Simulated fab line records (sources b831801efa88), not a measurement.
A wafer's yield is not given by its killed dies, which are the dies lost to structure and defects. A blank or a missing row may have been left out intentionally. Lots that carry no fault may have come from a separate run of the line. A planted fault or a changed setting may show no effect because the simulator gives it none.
2 desks looking at one fault | flow gf180mcu | each desk has only its own numbers; what lay behind them comes last

== FROM THE METROLOGY DESK ==
What the gauges read for every lot (on any tool): the sampled wafers with a number, averaged. A lot is out of limits, marked OUT, if its mean lies more than 4 standard deviations from the usual mean; the brackets give that distance.
Columns: A = STI_CVD_03_THK at GF_STI_THK_MEAS_04, usual 207.0 nm; B = MVSD_TW at GF_MVSD_TW_MEAS_11, usual 1576; C = VT_IMPLANT_01_OVL at GF_VT_IMPLANT_OVL_MEAS_18, usual 0.4 nm; D = VT_IMPLANT_02_OVL at GF_VT_IMPLANT_OVL_MEAS_29, usual 0.4 nm
lot  | first seen here | A     | B                    | C    | D
L442 | day 2 11:22     | 205.3 | 30 (-99 or more) OUT | 0.4  | 0.9
L444 | day 2 11:25     | 204.7 | 1591                 | -1.1 | 2.7
L443 | day 2 11:26     | 211.5 | 1583                 | 0.3  | -0.7
L445 | day 2 17:20     | 207.1 | 1579                 | 1.5  | -1.8
L454 | day 4 06:34     | 205.0 | 1598                 | 0.5  | 0.9
L456 | day 4 17:37     | 207.2 | 1591                 | 2.4  | 0.8
L457 | day 4 21:34     | 208.0 | 1581                 | 0.6  | -1.4
L458 | day 5 02:35     | 203.9 | 1584                 | -0.8 | -0.3
L459 | day 5 07:34     | 209.3 | 1588                 | -0.4 | 1.9
L460 | day 5 12:51     | 208.0 | 1553                 | 1.8  | 1.4
L461 | day 5 20:02     | 207.1 | 1576                 | 0.7  | -0.0
L462 | day 5 23:37     | 206.7 | 1592                 | -1.5 | 2.3
L464 | day 6 08:59     | 207.1 | 1552                 | 0.1  | -1.8
This desk's finding: out of limits on L442; first on L442, day 5 05:28 (MVSD_TW at GF_MVSD_TW_MEAS_11). L444, L443, L445, L454, L456, L457, L458, L459, L460, L461, L462, L464 stayed within limits.

== THE TOOL OWNER'S DESK: plasma_asher-02 ==
The tool's own readings at GF_LVPWELL_STRIP_10 (strips in O2/N2): means of the sampled wafers that have a number, for each lot that ran on this tool. A lot is out of limits, marked OUT, if its mean lies more than 4 standard deviations from the usual mean; the brackets give that distance.
Columns: A = drypump_motor_current_A at GF_LVPWELL_STRIP_10, usual 5.6 A; B = heater_power_w at GF_LVPWELL_STRIP_10, usual 331 W; C = n2_flow_sccm at GF_LVPWELL_STRIP_10, usual 299.9 sccm; D = oes_product_au at GF_LVPWELL_STRIP_10, usual 0.723 a.u.; E = strip_time_to_endpoint_s at GF_LVPWELL_STRIP_10, usual 36.95 s
lot  | first seen here | A   | B   | C     | D               | E
L442 | day 4 16:10     | 6.1 | 390 | 300.1 | 0.934 (+50) OUT | -
L458 | day 7 15:45     | 6.1 | 390 | 299.4 | 0.723           | 36.84
L459 | day 7 18:59     | 6.0 | 359 | 299.8 | 0.725           | 36.89
Finding of this desk: L442 out of limits; the first was L442 at day 4 16:10, on oes_product_au at GF_LVPWELL_STRIP_10. L458, L459 stayed within limits.

== ALL TOGETHER ==
The tool owner's desk could have raised an alarm at day 4 16:10, on L442.
An alarm was possible from the metrology desk at day 5 05:28, on L442.
Every lot named ran GF_LVPWELL_STRIP_10 on plasma_asher-02.

== WHAT THE SIMULATOR PUT IN ==
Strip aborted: plasma_asher-02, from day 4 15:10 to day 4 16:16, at GF_LVPWELL_STRIP_10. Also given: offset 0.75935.
Struck lots among those shown: L442.
Time in hours from fault onset to the first out-of-limits reading at each desk: tool owner's desk 1, metrology desk 14.
